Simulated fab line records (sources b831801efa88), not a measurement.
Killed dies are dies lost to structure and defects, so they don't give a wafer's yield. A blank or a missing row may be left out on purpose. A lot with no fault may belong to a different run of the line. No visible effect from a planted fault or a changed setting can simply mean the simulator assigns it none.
Which tool did it?	flow sky130	11 lots, 33 wafers sampled, at 3 steps of a route of 708

## WHAT THE GAUGES SHOWED, per wafer
SKY_SD_N_RS_MEAS_16: the measuring method here is four-point-probe.
lot	measured	on	SD_N_RS (ohm/sq)
L769	day 28 17:46	film_metro-01	68.78 68.85 68.86
L770	day 28 22:08	film_metro-02	68.51 68.51 68.65
L773	day 30 06:58	film_metro-04	65.28 65.27 65.38 65.42 65.21 65.41
L775	day 30 17:07	film_metro-01	65.53 65.23 65.44 65.49 65.47 65.32
L776	day 31 06:31	film_metro-02	65.53 65.36 65.45 65.45 65.35 65.28
L781	day 33 01:55	film_metro-04	68.64 68.63 68.69
L784	day 34 00:07	film_metro-02	68.48 68.53 68.51
L786	day 34 05:36	film_metro-02	68.37 68.43 68.60
L787	day 34 10:25	film_metro-04	68.68 68.72 68.57
L790	day 35 20:32	film_metro-02	68.61 68.62 68.54
L789	day 35 21:00	film_metro-04	68.55 68.47 68.56

## WHICH TOOL RAN EACH LOT (tool, then ch and the chambers of the sampled wafers, then the start)
lot	SKY_SD_N_IMPLANT_09	SKY_SD_N_STRIP_11
L769	implanter-02 ch 0, day 28 17:06	plasma_asher-01 ch 0,1, day 28 17:22
L770	implanter-01 ch 0, day 28 21:26	plasma_asher-03 ch 0,1, day 28 21:44
L773	implanter-02 ch 0, day 30 06:17	plasma_asher-01 ch 0,1, day 30 06:35
L775	implanter-02 ch 0, day 30 16:25	plasma_asher-03 ch 0,1, day 30 16:43
L776	implanter-02 ch 0, day 31 05:50	plasma_asher-03 ch 0,1, day 31 06:08
L781	implanter-03 ch 0, day 33 01:14	plasma_asher-03 ch 0,1, day 33 01:32
L784	implanter-02 ch 0, day 33 23:26	plasma_asher-03 ch 0,1, day 33 23:44
L786	implanter-03 ch 0, day 34 04:56	plasma_asher-01 ch 0,1, day 34 05:13
L787	implanter-01 ch 0, day 34 09:44	plasma_asher-02 ch 0,1, day 34 10:02
L790	implanter-03 ch 0, day 35 19:50	plasma_asher-01 ch 0,1, day 35 20:07
L789	implanter-01 ch 0, day 35 20:19	plasma_asher-02 ch 0,1, day 35 20:35
- SKY_SD_N_IMPLANT_09
- SKY_SD_N_STRIP_11: strips in O2/N2.

## THE ANSWER, worked out from the rows above alone
Rule: the lots themselves supply what counts as usual. The widest of any qualifying gaps counts: lots, ordered by their means at a reading, are off when they make up no more than a third of the lots, leave a main group of 4 or more, and stand apart from it by 3 or more times the standard deviation of that group's means. A main group is skipped when, at the precision printed for the reading in the tables above, its means are all equal. A lot without any number at a reading at which 4 lots or more have one is off too. All remaining lots with rows at the step are treated as sound.
Off: at SKY_SD_N_RS_MEAS_16 (SD_N_RS), L773, L775, L776. Mean 68.60 ohm/sq and standard deviation 0.11 in the main group.
If a tool, at a process step before that reading, ran all the lots that are off and no sound lot after the first of them, it fits. The gauges at SKY_SD_N_RS_MEAS_16 are tried like those tools. Not one of the candidates tried fits.

## WHAT THE SIMULATOR PUT IN
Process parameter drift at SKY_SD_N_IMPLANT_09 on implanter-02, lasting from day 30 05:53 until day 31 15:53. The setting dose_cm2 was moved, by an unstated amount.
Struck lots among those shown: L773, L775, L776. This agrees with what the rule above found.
